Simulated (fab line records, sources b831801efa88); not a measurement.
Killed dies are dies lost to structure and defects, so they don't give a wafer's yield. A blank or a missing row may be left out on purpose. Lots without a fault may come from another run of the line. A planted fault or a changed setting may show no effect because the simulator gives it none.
fab line records | flow sky130 | part 2 of 2: steps 36 to 48 of 48
record lots=5 wafers=15 last_day=49
route steps=708 shown VT_ADJUST_LVTN@97 VT_ADJUST_NCORE@119 VT_ADJUST_HVTR@131 VT_ADJUST_PCH@143
lots that met no fault: from a run of the same line without faults
start_h: hours from the record's first day to the start of the lot's first wafer shown | wait_h: hours since the lot's step before | " the same as in the row above | L1.1+2: a row that stands for several wafers | - no value, or no start given | * or withheld: withheld | < > ~ a bound
route shown NAME@n: a module of which the file shows steps, and the number in the route of the first | usual: mean/standard deviation of fault-free wafers | same: alike in all rows | chamber/n: place in a boat | sites: the reading at each site | _std_site: their standard deviation | _edge_site: outer sites' mean less inner sites' | radius_mm: how far each site lies from the wafer's centre | mask NAME#n: copy n | behind: the tool/chamber that last shaped the wafer | hold: why the lot was held/for how many hours/how that ended | device: the transistor (n, p or np) that didn't switch | end of line: the same wafers' tests at the end of the route | a step without rows: its recipe alone | killed: dies lost to structure and defects at the first sort, not the wafer's yield | map: a wafer's dies, x killed, . not, _ none there
set.NAME: the setting as run; set.NAME@STEP: as run at that earlier step | model.NAME: the simulator's own value behind a step, which no gauge read
lots at some steps of the route; a table a step, a row a wafer
services: from which hour (start_h, from the record's first day; less than 0 if before it) a tool's chamber was out of use, for how many hours, and why
## steps
# step SKY_VT_ADJUST_HVTR_HMDS_01
# recipe prime_time_s=60 prime_temp_c=120
# columns lot.wafer tool chamber start_h wait_h
L074.2+4+6 litho_track-01 0 193.10 0.1
L080.1+4+6 litho_track-03 0 234.27 0.1
L086.1+4+6 litho_track-01 0 278.13 0.1
L093.3+4+6 litho_track-03 0 325.97 0.1
L094.1+5+6 litho_track-03 0 329.82 0.1
# step SKY_VT_ADJUST_HVTR_COAT_02
# recipe resist=NOVOLAK spin_rpm=3000 resist_thk_nm=1140
# columns lot.wafer tool chamber start_h wait_h
L074.2+4+6 litho_track-01 0 193.25 0.1
L080.1+4+6 litho_track-03 0 234.42 0.1
L086.1+4+6 litho_track-01 0 278.28 0.1
L093.3+4+6 litho_track-03 0 326.12 0.1
L094.1+5+6 litho_track-03 0 329.97 0.1
# step SKY_VT_ADJUST_HVTR_SOFTBAKE_03
# recipe temp_c=90 time_s=60 resist=NOVOLAK
# columns lot.wafer tool chamber start_h wait_h
L074.2+4+6 litho_track-01 0 193.40 0.1
L080.1+4+6 litho_track-03 0 234.57 0.1
L086.1+4+6 litho_track-01 0 278.43 0.1
L093.3+4+6 litho_track-03 0 326.27 0.1
L094.1+5+6 litho_track-03 0 330.12 0.1
# step SKY_VT_ADJUST_HVTR_EXPOSE_04
# recipe mask_id=HVTRM target_cd_nm=380 na=0.6 source_shape=conventional sigma_outer=0.6 dose_mj=150
# columns lot.wafer tool chamber start_h wait_h mask
L074.2+4+6 iline_stepper-02 0 - - HVTRM#0
L080.1+4+6 iline_stepper-01 0 - - HVTRM#0
L086.1+4+6 iline_stepper-02 0 - - HVTRM#0
L093.3+4+6 iline_stepper-02 0 - - HVTRM#0
L094.1+5+6 iline_stepper-02 0 - - HVTRM#0
# step SKY_VT_ADJUST_HVTR_PEB_05
# recipe temp_c=withheld time_s=* resist=NOVOLAK
# columns lot.wafer tool chamber start_h wait_h
L074.2+4+6 litho_track-03 0 - -
L080.1+4+6 litho_track-03 0 - -
L086.1+4+6 litho_track-02 0 - -
L093.3+4+6 litho_track-02 0 - -
L094.1+5+6 litho_track-02 0 - -
# step SKY_VT_ADJUST_HVTR_DEVELOP_06
# recipe develop_time_s=60 dev_temp_c=23
# columns lot.wafer tool chamber start_h wait_h
L074.2+4+6 litho_track-03 0 203.74 0.1
L080.1+4+6 litho_track-03 0 245.97 0.1
L086.1+4+6 litho_track-02 0 291.43 0.1
L093.3+4+6 litho_track-02 0 339.43 0.1
L094.1+5+6 litho_track-02 0 343.93 0.1
# step SKY_VT_ADJUST_HVTR_CD_MEAS_07
# recipe target_cd_nm=380
# usual cd_nm=379.2/2.6
# columns lot.wafer tool chamber start_h wait_h cd_nm
L074.2 cd_sem-02 - 203.89 0.1 381.7
L074.4 " - " " 380.9
L074.6 " - " " 380.8
L080.1 cd_sem-02 - 246.12 0.1 377.4
L080.4 " - " " 377.3
L080.6 " - " " 378.6
L086.1 cd_sem-01 - 291.58 0.1 383.6
L086.4 " - " " 379.5
L086.6 " - " " 383.4
L093.3 cd_sem-01 - 339.57 0.1 372.7
L093.4 " - " " 375.3
L093.6 " - " " 374.0
L094.1 cd_sem-02 - 344.08 0.1 380.8
L094.5 " - " " 383.3
L094.6 " - " " 381.5
# step SKY_VT_ADJUST_HVTR_OVL_MEAS_08
# usual VT_ADJUST_HVTR_OVL=-0.2/1.8
# columns lot.wafer tool chamber start_h wait_h VT_ADJUST_HVTR_OVL[nm]
L074.2 overlay-02 - 203.99 0.1 -0.1
L074.4 " - " " 1.5
L074.6 " - " " 0.5
L080.1 overlay-01 - 246.24 0.1 -0.6
L080.4 " - " " -2.3
L080.6 " - " " -0.9
L086.1 overlay-01 - 291.70 0.1 -0.4
L086.4 " - " " -0.3
L086.6 " - " " -3.5
L093.3 overlay-01 - 339.66 0.1 1.2
L093.4 " - " " 1.5
L093.6 " - " " 1.8
L094.1 overlay-01 - 344.20 0.1 1.0
L094.5 " - " " 0.5
L094.6 " - " " -1.7
# step SKY_VT_ADJUST_HVTR_IMPLANT_09
# recipe species=B energy_kev=10 dose_cm2=2.1e+12 tilt_deg=withheld
# columns lot.wafer tool chamber start_h wait_h
L074.2+4+6 implanter-03 0 204.05 0.0
L080.1+4+6 implanter-03 0 246.27 0.0
L086.1+4+6 implanter-03 0 291.74 0.0
L093.3+4+6 implanter-04 0 339.74 0.1
L094.1+5+6 implanter-03 0 344.24 0.0
# step SKY_VT_ADJUST_HVTR_STRIP_10
# recipe chemistry=O2/N2 power_w=1400 pressure_mtorr=1500 platen_temp_c=withheld o2_flow_sccm=3000 n2_flow_sccm=300 overash_fraction=0.5
# usual chamber_pressure_mTorr=1500.2/1.4 drypump_motor_current_A=5.7/0.5 oes_product_au=0.716/0.0044 strip_time_to_endpoint_s=14.17/0.036
# columns lot.wafer tool chamber start_h wait_h chamber_pressure_mTorr drypump_motor_current_A oes_product_au rf_hours_counter_h strip_time_to_endpoint_s
L074.2 plasma_asher-01 1 204.17 0.1 1501.5 5.4 0.715 7 14.15
L074.4 " 1 " " 1501.7 5.5 0.718 - 14.15
L074.6 " 0 " " 1499.5 6.1 0.699 - 14.15
L080.1 plasma_asher-03 1 246.42 0.1 1498.7 5.3 0.711 44 14.24
L080.4 " 1 " " 1500.5 5.3 0.717 - 14.22
L080.6 " 1 " " 1501.9 5.3 0.719 - 14.24
L086.1 plasma_asher-04 0 291.89 0.1 1501.5 6.5 0.712 60 14.16
L086.4 " 1 " " 1502.2 4.7 0.717 - 14.15
L086.6 " 1 " " 1501.6 4.7 0.711 - 14.17
L093.3 plasma_asher-03 1 339.87 0.1 1498.8 5.3 0.711 - 14.18
L093.4 " 0 " " 1500.5 5.8 0.713 - 14.14
L093.6 " 1 " " 1500.3 5.3 0.723 - 14.18
L094.1 plasma_asher-01 0 344.39 0.1 1500.4 6.2 0.710 19 14.20
L094.5 " 1 " " 1497.5 5.4 0.709 - 14.19
L094.6 " 0 " " 1499.7 6.2 0.713 - 14.19
# step SKY_VT_ADJUST_HVTR_TW_MEAS_11
# usual VT_ADJUST_HVTR_TW=213.3/1.5
# columns lot.wafer tool chamber start_h wait_h VT_ADJUST_HVTR_TW
L074.2 film_metro-01 - 204.28 0.1 216.0
L074.4 " - " " 215.5
L074.6 " - " " 215.6
L080.1 film_metro-01 - 246.52 0.1 213.4
L080.4 " - " " 213.0
L080.6 " - " " 214.5
L086.1 film_metro-01 - 291.99 0.1 213.3
L086.4 " - " " 214.4
L086.6 " - " " 214.0
L093.3 film_metro-01 - 339.96 0.1 212.4
L093.4 " - " " 213.3
L093.6 " - " " 213.2
L094.1 film_metro-03 - 344.49 0.1 211.1
L094.5 " - " " 210.5
L094.6 " - " " 211.6
# step SKY_VT_ADJUST_PCH_DEHYDRATE_00
# recipe temp_c=200 time_s=60
# columns lot.wafer tool chamber start_h wait_h
L074.2+4+6 litho_track-02 0 214.26 10.0
L080.1+4+6 litho_track-03 0 256.97 10.4
L086.1+4+6 litho_track-02 0 303.43 11.4
L093.3+4+6 litho_track-04 0 353.53 13.6
L094.1+5+6 litho_track-04 0 357.28 12.8
# step SKY_VT_ADJUST_PCH_HMDS_01
# recipe prime_time_s=60 prime_temp_c=120
# columns lot.wafer tool chamber start_h wait_h
L074.2+4+6 litho_track-02 0 214.41 0.1
L080.1+4+6 litho_track-03 0 257.12 0.1
L086.1+4+6 litho_track-02 0 303.58 0.1
L093.3+4+6 litho_track-04 0 353.68 0.1
L094.1+5+6 litho_track-04 0 357.43 0.1
## services
# columns tool chamber start_h hours kind
iline_stepper-02 - 110.60 1.6 repair
plasma_asher-01 - 111.05 9.0 pm
implanter-03 - 117.03 3.1 pm
plasma_asher-01 - 130.10 14.6 pm
implanter-04 - 143.59 4.5 repair
iline_stepper-02 - 148.95 8.9 pm
implanter-01 - 163.83 5.6 repair
implanter-03 - 174.79 1.3 repair
implanter-04 - 179.34 3.0 repair
implanter-03 - 185.83 2.0 repair
plasma_asher-01 - 204.78 7.1 pm
implanter-03 - 210.89 0.8 repair
plasma_asher-04 - 211.23 2.8 repair
iline_stepper-01 - 219.38 1.7 pm
plasma_asher-02 - 228.84 0.3 repair
implanter-04 - 255.73 6.2 pm
iline_stepper-02 - 264.63 1.7 pm
implanter-04 - 273.10 14.4 pm
implanter-03 - 273.59 9.3 repair
implanter-04 - 322.97 2.2 repair
plasma_asher-04 - 328.91 11.8 repair
implanter-04 - 331.06 3.2 repair
iline_stepper-02 - 348.24 3.3 repair
implanter-04 - 354.19 0.6 repair
